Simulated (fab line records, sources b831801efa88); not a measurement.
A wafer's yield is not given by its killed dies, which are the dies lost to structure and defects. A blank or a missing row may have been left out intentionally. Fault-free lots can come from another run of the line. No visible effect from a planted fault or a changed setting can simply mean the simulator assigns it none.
Shared-tool check / flow sky130 / 14 lots and 42 wafers in the sample

WHY IT WAS OPENED
SKY_SONOS_ONO_THK_MEAS_01, reading SONOS_ONO_OXIDATION_THK: flagged on 2 of 14 lots. Fault-free wafers read 2.62 nm, with a standard deviation of 0.056.
Rule: a lot gets a flag if all its wafers with a number sit over 4 standard deviations from that mean, or if no wafer of it has a number. As for the other lots, they are considered sound.

lot=L736; measured=day 11 13:36; on=film_metro-02; SONOS_ONO_OXIDATION_THK (nm), wafer by wafer=2.60 2.65 2.57; flag=
lot=L737; measured=day 11 21:50; on=film_metro-04; SONOS_ONO_OXIDATION_THK (nm), wafer by wafer=2.68 2.65 2.58; flag=
lot=L740; measured=day 13 04:00; on=film_metro-02; SONOS_ONO_OXIDATION_THK (nm), wafer by wafer=2.68 2.61 2.63; flag=
lot=L741; measured=day 13 06:51; on=film_metro-04; SONOS_ONO_OXIDATION_THK (nm), wafer by wafer=2.73 2.61 2.72; flag=
lot=L742; measured=day 13 10:28; on=film_metro-01; SONOS_ONO_OXIDATION_THK (nm), wafer by wafer=2.63 2.64 2.61; flag=
lot=L743; measured=day 13 20:33; on=film_metro-02; SONOS_ONO_OXIDATION_THK (nm), wafer by wafer=2.60 2.68 2.74; flag=
lot=L744; measured=day 14 05:01; on=film_metro-04; SONOS_ONO_OXIDATION_THK (nm), wafer by wafer=2.66 2.71 2.63; flag=
lot=L745; measured=day 14 11:43; on=film_metro-04; SONOS_ONO_OXIDATION_THK (nm), wafer by wafer=2.50 2.61 2.56; flag=
lot=L748; measured=day 15 08:29; on=film_metro-01; SONOS_ONO_OXIDATION_THK (nm), wafer by wafer=2.59 2.61 2.63; flag=
lot=L750; measured=day 16 06:56; on=film_metro-04; SONOS_ONO_OXIDATION_THK (nm), wafer by wafer=3.47 3.41 3.40; flag=FLAGGED
lot=L751; measured=day 16 10:57; on=film_metro-01; SONOS_ONO_OXIDATION_THK (nm), wafer by wafer=2.55 2.57 2.54; flag=
lot=L752; measured=day 16 23:45; on=film_metro-04; SONOS_ONO_OXIDATION_THK (nm), wafer by wafer=2.64 2.63 2.62; flag=
lot=L753; measured=day 17 01:03; on=film_metro-02; SONOS_ONO_OXIDATION_THK (nm), wafer by wafer=3.43 3.42 3.41; flag=FLAGGED
lot=L754; measured=day 17 10:40; on=film_metro-01; SONOS_ONO_OXIDATION_THK (nm), wafer by wafer=2.65 2.61 2.58; flag=
The numbers of the flagged lots are 3.42 nm on average: +0.80 nm against the usual, or +14 standard deviations.

WHICH TOOL RAN EACH LOT
The record holds 1 process step before the reading, out of a route of 708 steps. Cell contents, in order: the tool; ch with the chambers the sampled wafers went through; the start.
lot=L736; flag=; SKY_SONOS_ONO_OXIDATION_00=furnace-01 ch 0, day 11 12:16
lot=L737; flag=; SKY_SONOS_ONO_OXIDATION_00=furnace-01 ch 0, day 11 20:29
lot=L740; flag=; SKY_SONOS_ONO_OXIDATION_00=furnace-02 ch 0, day 13 02:39
lot=L741; flag=; SKY_SONOS_ONO_OXIDATION_00=furnace-02 ch 0, day 13 05:29
lot=L742; flag=; SKY_SONOS_ONO_OXIDATION_00=furnace-01 ch 0, day 13 09:07
lot=L743; flag=; SKY_SONOS_ONO_OXIDATION_00=furnace-01 ch 0, day 13 19:11
lot=L744; flag=; SKY_SONOS_ONO_OXIDATION_00=furnace-01 ch 0, day 14 03:38
lot=L745; flag=; SKY_SONOS_ONO_OXIDATION_00=furnace-02 ch 0, day 14 10:21
lot=L748; flag=; SKY_SONOS_ONO_OXIDATION_00=furnace-01 ch 0, day 15 07:08
lot=L750; flag=FLAGGED; SKY_SONOS_ONO_OXIDATION_00=furnace-01 ch 0, day 16 05:35
lot=L751; flag=; SKY_SONOS_ONO_OXIDATION_00=furnace-02 ch 0, day 16 09:36
lot=L752; flag=; SKY_SONOS_ONO_OXIDATION_00=furnace-02 ch 0, day 16 22:25
lot=L753; flag=FLAGGED; SKY_SONOS_ONO_OXIDATION_00=furnace-01 ch 0, day 16 23:42
lot=L754; flag=; SKY_SONOS_ONO_OXIDATION_00=furnace-02 ch 0, day 17 09:17
These steps, and what they do:
- SKY_SONOS_ONO_OXIDATION_00: stabilise 600 s, purge 300 s, target thk 2.6 nm.
- SKY_SONOS_ONO_THK_MEAS_01

FLAGGED OVER TOTAL, TOOL BY TOOL (the gauges that took the reading come last)
step=SKY_SONOS_ONO_OXIDATION_00; tool=furnace-01; lots run=8; flagged=2; share of the flagged lots=all; sound lots run after its first flagged lot=0
step=SKY_SONOS_ONO_OXIDATION_00; tool=furnace-02; lots run=6; flagged=0; share of the flagged lots=none; sound lots run after its first flagged lot=-
step=SKY_SONOS_ONO_THK_MEAS_01; tool=film_metro-01; lots run=4; flagged=0; share of the flagged lots=none; sound lots run after its first flagged lot=-
step=SKY_SONOS_ONO_THK_MEAS_01; tool=film_metro-02; lots run=4; flagged=1; share of the flagged lots=some; sound lots run after its first flagged lot=0
step=SKY_SONOS_ONO_THK_MEAS_01; tool=film_metro-04; lots run=6; flagged=1; share of the flagged lots=some; sound lots run after its first flagged lot=1 (L752)

THE TABLE: WHAT IT ALLOWS
1 row of the table ran every flagged lot: furnace-01 at SKY_SONOS_ONO_OXIDATION_00.
- furnace-01 at SKY_SONOS_ONO_OXIDATION_00 ran 8 lots, 2 of them flagged. A fault beginning between L748 (day 15 07:08), its last sound lot, and L750 (day 16 05:35), its first flagged one, fits the data. Its own readings (spike_tc_bottom_C, spike_tc_centre_C, spike_tc_lower_C, spike_tc_top_C, spike_tc_upper_C, tube_center_temp_C, tube_center_temp_C_max, zone_power_lower_pct) fall more than 4 standard deviations out on all wafers of the flagged lots.
Just one tool remains: furnace-01 at SKY_SONOS_ONO_OXIDATION_00.

WHAT THE SIMULATOR HAD PUT IN
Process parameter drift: furnace-01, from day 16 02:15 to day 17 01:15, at SKY_SONOS_ONO_OXIDATION_00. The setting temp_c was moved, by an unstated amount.
Struck lots among those shown: L750, L753. This agrees with what the rule above found.
